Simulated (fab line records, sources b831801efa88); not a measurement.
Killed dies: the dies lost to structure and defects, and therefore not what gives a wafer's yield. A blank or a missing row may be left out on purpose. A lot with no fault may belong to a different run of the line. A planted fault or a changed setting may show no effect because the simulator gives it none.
Which of the tools did it? | flow sky130 | Sampling: 14 lots, 42 wafers, 3 of 708 route steps

WHAT EACH GAUGE READ, for each wafer
SKY_LDD_P_CD_MEAS_07: target cd 380 nm.
lot  | measured     | on       | cdNm (nm)
L798 | day 20 12:16 | cdSem-01 | 375.6 372.9 375.2
L797 | day 20 16:58 | cdSem-02 | 379.5 377.9 378.6
L799 | day 21 00:35 | cdSem-02 | 380.4 380.6 378.6
L800 | day 21 01:28 | cdSem-02 | 381.7 381.6 380.7
L803 | day 22 01:15 | cdSem-01 | 382.2 379.9 382.0
L805 | day 22 18:10 | cdSem-02 | 381.0 381.1 381.5
L814 | day 25 20:01 | cdSem-02 | 377.9 378.9 378.1
L812 | day 25 22:42 | cdSem-02 | 376.8 378.3 377.6
L813 | day 25 23:07 | cdSem-01 | 379.8 380.9 379.5
L815 | day 26 03:59 | cdSem-01 | 377.6 377.6 378.9
L816 | day 26 12:49 | cdSem-01 | 385.1 384.4 387.5
L817 | day 26 12:59 | cdSem-02 | 380.8 383.6 382.0
L818 | day 26 21:50 | cdSem-02 | 376.4 375.0 374.7
L819 | day 26 23:20 | cdSem-02 | 376.3 376.8 376.8

SKY_LDD_P_OVL_MEAS_08.
lot  | measured     | on         | LDD_P_OVL (nm)
L798 | day 20 12:23 | overlay-01 | -5.5 -3.6 -1.5
L797 | day 20 17:05 | overlay-02 | -3.6 -4.2 -3.4
L799 | day 21 00:41 | overlay-01 | -2.1 -2.7 -1.6
L800 | day 21 01:35 | overlay-02 | -1.1 -1.1 0.7
L803 | day 22 01:20 | overlay-01 | -1.5 -3.4 -2.5
L805 | day 22 18:17 | overlay-01 | -2.1 -2.1 -2.3
L814 | day 25 20:08 | overlay-01 | -1.0 -3.1 0.1
L812 | day 25 22:47 | overlay-01 | -3.4 -2.1 -0.7
L813 | day 25 23:14 | overlay-01 | -2.9 -2.2 -1.3
L815 | day 26 04:07 | overlay-01 | 1.0 0.3 -1.3
L816 | day 26 12:56 | overlay-02 | -1.3 -1.3 -2.5
L817 | day 26 13:05 | overlay-01 | -0.9 -0.2 -2.3
L818 | day 26 21:56 | overlay-02 | -2.4 -3.0 -2.5
L819 | day 26 23:27 | overlay-02 | -1.1 -4.0 -4.2

EACH LOT AND THE TOOL THAT RAN IT (in order: tool; ch and the chambers of the sampled wafers; start)
lot  | SKY_LDD_P_DEVELOP_06
L798 | lithoTrack-01 ch 0, day 20 12:07
L797 | lithoTrack-03 ch 0, day 20 16:47
L799 | lithoTrack-02 ch 0, day 21 00:26
L800 | lithoTrack-01 ch 0, day 21 01:19
L803 | lithoTrack-01 ch 0, day 22 01:07
L805 | lithoTrack-01 ch 0, day 22 18:01
L814 | lithoTrack-02 ch 0, day 25 19:52
L812 | lithoTrack-02 ch 0, day 25 22:34
L813 | lithoTrack-01 ch 0, day 25 22:58
L815 | lithoTrack-03 ch 0, day 26 03:41
L816 | lithoTrack-02 ch 0, day 26 12:40
L817 | lithoTrack-01 ch 0, day 26 12:50
L818 | lithoTrack-02 ch 0, day 26 21:41
L819 | lithoTrack-03 ch 0, day 26 23:11
- SKY_LDD_P_DEVELOP_06: develop time 60 s.

AS READ BY THE TOOLS THEMSELVES (means over the sampled wafers that have a number; for cases with no such wafer, the mark the record gives instead)
SKY_LDD_P_DEVELOP_06.
lot  | tool          | developerTempC (C)
L798 | lithoTrack-01 | 23.10
L797 | lithoTrack-03 | 22.99
L799 | lithoTrack-02 | 22.93
L800 | lithoTrack-01 | 23.09
L803 | lithoTrack-01 | 22.39
L805 | lithoTrack-01 | 22.13
L814 | lithoTrack-02 | 23.02
L812 | lithoTrack-02 | 23.12
L813 | lithoTrack-01 | 22.89
L815 | lithoTrack-03 | 23.03
L816 | lithoTrack-02 | 22.92
L817 | lithoTrack-01 | 23.06
L818 | lithoTrack-02 | 22.84
L819 | lithoTrack-03 | 23.05

THE ANSWER, worked out from the rows above alone
Rule: what is usual is taken from the lots themselves. The widest of any qualifying gaps counts: lots, ordered by their means at a reading, are off when they make up no more than a third of the lots, leave a main group of 4 or more, and stand apart from it by 3 or more times the standard deviation of that group's means. The tables above print the reading to a certain number of digits; a main group whose means all agree to those digits is not used. A lot without any number at a reading at which 4 lots or more have one is off too. Where the step has rows for the other lots, those lots are counted as sound. The gauges are gone through in route order, then the tools' own readings, and for those a lot's mean is taken as printed above. At the first step where some lot is off, the reading lying furthest off is the one used; lots without a number count as furthest.
Off: L803, L805 (SKY_LDD_P_DEVELOP_06, developerTempC). The main group: mean 23.00 C, standard deviation 0.086.
If a tool, at that step or one of the process steps before it, ran each lot that is off and ran no sound lot following the first of them, it fits. Of those tried, none fits.

WHAT WAS PUT IN BY THE SIMULATOR
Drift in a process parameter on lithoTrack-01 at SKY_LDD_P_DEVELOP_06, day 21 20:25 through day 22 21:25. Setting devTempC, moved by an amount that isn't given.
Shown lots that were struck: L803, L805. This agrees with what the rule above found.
